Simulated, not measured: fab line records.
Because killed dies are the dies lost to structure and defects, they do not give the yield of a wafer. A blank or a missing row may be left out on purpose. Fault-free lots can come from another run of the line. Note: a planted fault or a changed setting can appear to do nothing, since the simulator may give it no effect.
One fault through the eyes of 2 desks :: flow gf180mcu :: each desk holds nothing but its own numbers, with what lay behind them at the end

THE TOOL OWNER'S DESK: cmp-02
The tool's own readings at GF_V3_CMP_04 (polishes SiO2): means of the sampled wafers that have a number, for each lot that ran on this tool. A lot is out of limits, marked OUT, if its mean lies more than 4 standard deviations from the usual mean; the brackets give that distance.
Columns: A = motor_current_A at GF_V3_CMP_04, usual 11.6 A; B = slurry_filter_dp_kPa at GF_V3_CMP_04, usual 13.47 kPa; C = time_to_endpoint_s at GF_V3_CMP_04, usual 79 s
lot: L899
first seen here: day 21 04:49
A: 11.4
B: 13.52
C: 79

lot: L900
first seen here: day 21 15:43
A: 10.8
B: 13.40
C: 81

lot: L905
first seen here: day 23 14:49
A: 10.3
B: 13.58
C: 86

lot: L906
first seen here: day 23 20:41
A: 10.0
B: 13.48
C: 83

lot: L908
first seen here: day 24 18:02
A: 11.1
B: 13.64
C: 80

lot: L909
first seen here: day 25 01:08
A: 10.9
B: 13.53
C: 56 (-4.3) OUT

lot: L911
first seen here: day 25 12:43
A: 11.0
B: 13.44
C: 65

lot: L922
first seen here: day 29 00:43
A: 9.9
B: 13.52
C: 72
Finding of this desk: L909 out of limits; the first was L909 at day 25 01:08, on time_to_endpoint_s at GF_V3_CMP_04. Within limits: L899, L900, L905, L906, L908, L911, L922.

AT THE METROLOGY DESK
Lot by lot, what the gauges showed, no matter which tool ran the lot: averages of those sampled wafers that carry a number. A lot is out of limits, marked OUT, if its mean lies more than 4 standard deviations from the usual mean; the brackets give that distance.
Columns: A = M2_ALCU_THK at GF_M2_THK_MEAS_06, usual 451 nm
lot: L899
first seen here: day 17 23:35
A: 462

lot: L900
first seen here: day 18 10:44
A: 447

lot: L904
first seen here: day 20 04:14
A: 456

lot: L905
first seen here: day 20 13:11
A: 442

lot: L906
first seen here: day 20 20:17
A: 447

lot: L908
first seen here: day 21 17:48
A: 460

lot: L909
first seen here: day 22 01:45
A: 453

lot: L910
first seen here: day 22 07:59
A: 456

lot: L911
first seen here: day 22 15:16
A: 447

lot: L918
first seen here: day 25 11:53
A: 451

lot: L919
first seen here: day 25 15:00
A: 457

lot: L921
first seen here: day 25 19:44
A: 457

lot: L922
first seen here: day 26 09:09
A: 451
This desk found nothing out of limits on any of the 13 lots.

BROUGHT TOGETHER
The tool owner's desk could have raised an alarm at day 25 01:08, on L909.
Nothing out of limits was seen by the metrology desk.
The metrology desk has L909 on record, within its limits.
Of the lots named, all ran GF_V3_CMP_04 on cmp-02.

WHAT WAS PUT IN BY THE SIMULATOR
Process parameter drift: cmp-02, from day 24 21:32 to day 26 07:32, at GF_V3_CMP_04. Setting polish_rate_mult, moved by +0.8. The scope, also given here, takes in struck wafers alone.
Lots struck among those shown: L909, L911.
Delay in hours, fault start to first out-of-limits reading, by desk: the tool owner's desk at 4.
